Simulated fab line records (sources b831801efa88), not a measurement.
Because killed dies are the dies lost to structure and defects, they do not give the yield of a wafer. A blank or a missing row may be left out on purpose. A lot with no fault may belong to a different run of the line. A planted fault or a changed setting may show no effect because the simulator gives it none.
Shared-tool check    flow gf180mcu    12 lots, 36 wafers sampled

== REASON FOR OPENING ==
2 of 12 lots carry a flag on the reading LVPWELL_RS at GF_VT_IMPLANT_RS_MEAS_48. Fault-free wafers read 1194.3 ohm/sq, with a standard deviation of 2.8.
Rule: a lot is flagged in two cases, either no wafer of it has a number, or all its wafers with numbers fall more than 4 standard deviations from that mean. All remaining lots are regarded as sound.

lot   measured      on             LVPWELL_RS (ohm/sq), wafer by wafer  flag
L151  day 7 20:15   film metro-04  1196.7 1198.7 1195.3                 
L152  day 8 06:22   film metro-01  1193.4 1193.8 1193.6                 
L154  day 8 15:40   film metro-02  1197.8 1196.8 1196.0                 
L156  day 9 08:41   film metro-02  1199.9 1197.4 1199.8                 
L157  day 9 10:16   film metro-02  1194.4 1194.2 1192.1                 
L158  day 9 21:05   film metro-01  1189.9 1193.4 1190.6                 
L160  day 10 11:09  film metro-04  1192.9 1187.6 1192.8                 
L161  day 10 17:53  film metro-01  1196.2 1194.8 1194.0                 
L162  day 11 04:56  film metro-02  1199.5 1197.1 1199.1                 
L164  day 11 11:24  film metro-01  1189.6 1192.4 1193.1                 
L170  day 13 11:45  film metro-02  1075.7 1074.6 1075.8                 FLAGGED
L172  day 13 15:04  film metro-01  1073.2 1075.9 1071.8                 FLAGGED
On average the flagged lots' numbers are 1074.5 ohm/sq, which is -119.8 ohm/sq against the usual, or -43 standard deviations.

== LOT BY LOT: THE TOOL USED ==
2 process steps preceding the reading are held in the record, out of 602 steps in the route. In each cell: the tool, then ch and the chambers that the sampled wafers went through, then the start.
lot   flag     GF_LVPWELL_IMPLANT_09           GF_LVPWELL_STRIP_10
L151           implanter-01 ch 0, day 4 02:04  plasma asher-02 ch 0,1, day 4 02:13
L152           implanter-03 ch 0, day 4 09:40  plasma asher-02 ch 0,1, day 4 09:49
L154           implanter-04 ch 0, day 4 18:40  plasma asher-01 ch 0,1, day 4 18:47
L156           implanter-04 ch 0, day 5 06:38  plasma asher-02 ch 0,1, day 5 06:47
L157           implanter-01 ch 0, day 5 10:55  plasma asher-04 ch 0,1, day 5 11:02
L158           implanter-01 ch 0, day 5 18:41  plasma asher-01 ch 0, day 5 18:49
L160           implanter-04 ch 0, day 6 05:49  plasma asher-04 ch 0,1, day 6 05:58
L161           implanter-04 ch 0, day 6 11:50  plasma asher-01 ch 0,1, day 6 11:59
L162           implanter-01 ch 0, day 6 20:08  plasma asher-04 ch 0,1, day 6 20:16
L164           implanter-04 ch 0, day 7 03:32  plasma asher-02 ch 0,1, day 7 03:38
L170  FLAGGED  implanter-04 ch 0, day 8 13:38  plasma asher-04 ch 0,1, day 8 13:47
L172  FLAGGED  implanter-04 ch 0, day 9 01:37  plasma asher-04 ch 0,1, day 9 01:43
What is done by these steps:
- GF_LVPWELL_IMPLANT_09
- GF_LVPWELL_STRIP_10: strips in O2/N2.
- GF_VT_IMPLANT_RS_MEAS_48: measures by four-point-probe.

== FLAGGED OVER TOTAL, TOOL BY TOOL (the gauges that took the reading come last) ==
step                      tool             lots run  flagged  share of the flagged lots  sound lots run after its first flagged lot
GF_LVPWELL_IMPLANT_09     implanter-01     4         0        none                       -
GF_LVPWELL_IMPLANT_09     implanter-03     1         0        none                       -
GF_LVPWELL_IMPLANT_09     implanter-04     7         2        all                        0
GF_LVPWELL_STRIP_10       plasma asher-01  3         0        none                       -
GF_LVPWELL_STRIP_10       plasma asher-02  4         0        none                       -
GF_LVPWELL_STRIP_10       plasma asher-04  5         2        all                        0
GF_VT_IMPLANT_RS_MEAS_48  film metro-01    5         1        some                       0
GF_VT_IMPLANT_RS_MEAS_48  film metro-02    5         1        some                       0
GF_VT_IMPLANT_RS_MEAS_48  film metro-04    2         0        none                       -

== WHAT IS ALLOWED BY THE TABLE ==
Rows of the table that ran all the flagged lots, 2 in number: implanter-04 at GF_LVPWELL_IMPLANT_09; plasma asher-04 at GF_LVPWELL_STRIP_10.
- implanter-04 at GF_LVPWELL_IMPLANT_09: 2 of its 7 lots flagged. It ran its last sound lot, L164, at day 7 03:32 and its first flagged lot, L170, at day 8 13:38: a fault with its onset between the two fits. Its own readings (dose ions cm2, faraday current uA) fall more than 4 standard deviations out on all wafers of the flagged lots.
- plasma asher-04 at GF_LVPWELL_STRIP_10: 2 of its 5 lots flagged. It ran its last sound lot, L162, at day 6 20:16 and its first flagged lot, L170, at day 8 13:47: a fault with its onset between the two fits.
These 2 tools cannot be told apart by counting lots, since each of them fits a fault that started at some hour. More lots, or a look at what each step does to the wafer, might.

== WHAT THE SIMULATOR HAD PUT IN ==
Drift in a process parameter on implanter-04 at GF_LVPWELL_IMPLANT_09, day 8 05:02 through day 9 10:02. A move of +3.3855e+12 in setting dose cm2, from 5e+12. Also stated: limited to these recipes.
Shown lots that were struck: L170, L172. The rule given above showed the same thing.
